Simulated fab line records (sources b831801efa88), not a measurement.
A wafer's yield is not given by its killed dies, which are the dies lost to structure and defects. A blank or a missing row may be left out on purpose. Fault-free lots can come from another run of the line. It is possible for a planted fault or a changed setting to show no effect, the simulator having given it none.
Matching of chambers -- flow gf180mcu -- 4 sister chambers for GF_V4_ETCH_16 on rie-diel-02
The step etches BARC in N2/H2. 14 wafers are shown with their chamber, then 7 later ones without.

== WAFERS WITH THEIR CHAMBER ==
wafer,chamber,drypump-motor-current-A (A),oes-product-au (a.u.),throttle-valve-pct (%)
L706.2,0,6.3,0.863,13.220
L706.5,2,5.6,0.852,13.225
L706.6,1,5.7,0.858,13.237
L708.1,0,6.3,0.868,13.225
L708.4,1,5.7,0.854,13.231
L708.6,3,6.2,0.856,13.228
L710.1,2,5.6,0.856,13.222
L710.4,3,6.3,0.853,13.226
L710.6,1,5.7,0.856,13.225
L712.1,3,6.2,0.859,13.236
L712.2,2,5.6,0.852,13.243
L712.3,1,5.7,0.858,13.229
L715.1,3,6.2,0.865,13.242
L715.3,2,5.6,0.853,13.213

SIGNATURES, as means of the wafers listed above
reading,chamber 0,chamber 1,chamber 2,chamber 3,scatter within a chamber
drypump-motor-current-A,6.300,5.700,5.600,6.225,0.0274
oes-product-au,0.86550,0.85650,0.85325,0.85825,0.00336
throttle-valve-pct,13.22250,13.23050,13.22575,13.23300,0.00852
Rule: distance of a wafer from a chamber = root of the sum over the readings of ((wafer's reading minus chamber's mean) / reading's scatter) squared. If the next closest chamber is less than 2 further off than the closest, the wafer can't be placed; otherwise it belongs to the closest. The scatter is the square root of a quotient: the sum, over the shown wafers, of each reading's squared deviation from its chamber's mean, divided by wafers minus chambers.

== WAFERS WITHOUT THEIR CHAMBER ==
wafer,drypump-motor-current-A (A),oes-product-au (a.u.),throttle-valve-pct (%)
L715.4,5.7,0.848,13.220
L717.2,6.2,0.853,13.219
L717.3,6.3,0.858,13.217
L717.6,6.2,0.853,13.214
L727.1,5.6,0.854,13.222
L727.2,5.8,0.859,13.223
L727.6,6.2,0.858,13.222

== WHICH CHAMBER EACH ONE RAN IN ==
wafer,from the rows above,in truth
L715.4,can't be placed: 1 or 2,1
L717.2,3,3
L717.3,can't be placed: 0 or 3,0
L717.6,3,3
L727.1,2,2
L727.2,1,1
L727.6,3,3
Correct placement for 5 of the 7. From these rows, 2 cannot be placed; in 2 the true chamber is one of the candidates. Wrongly placed: 0.
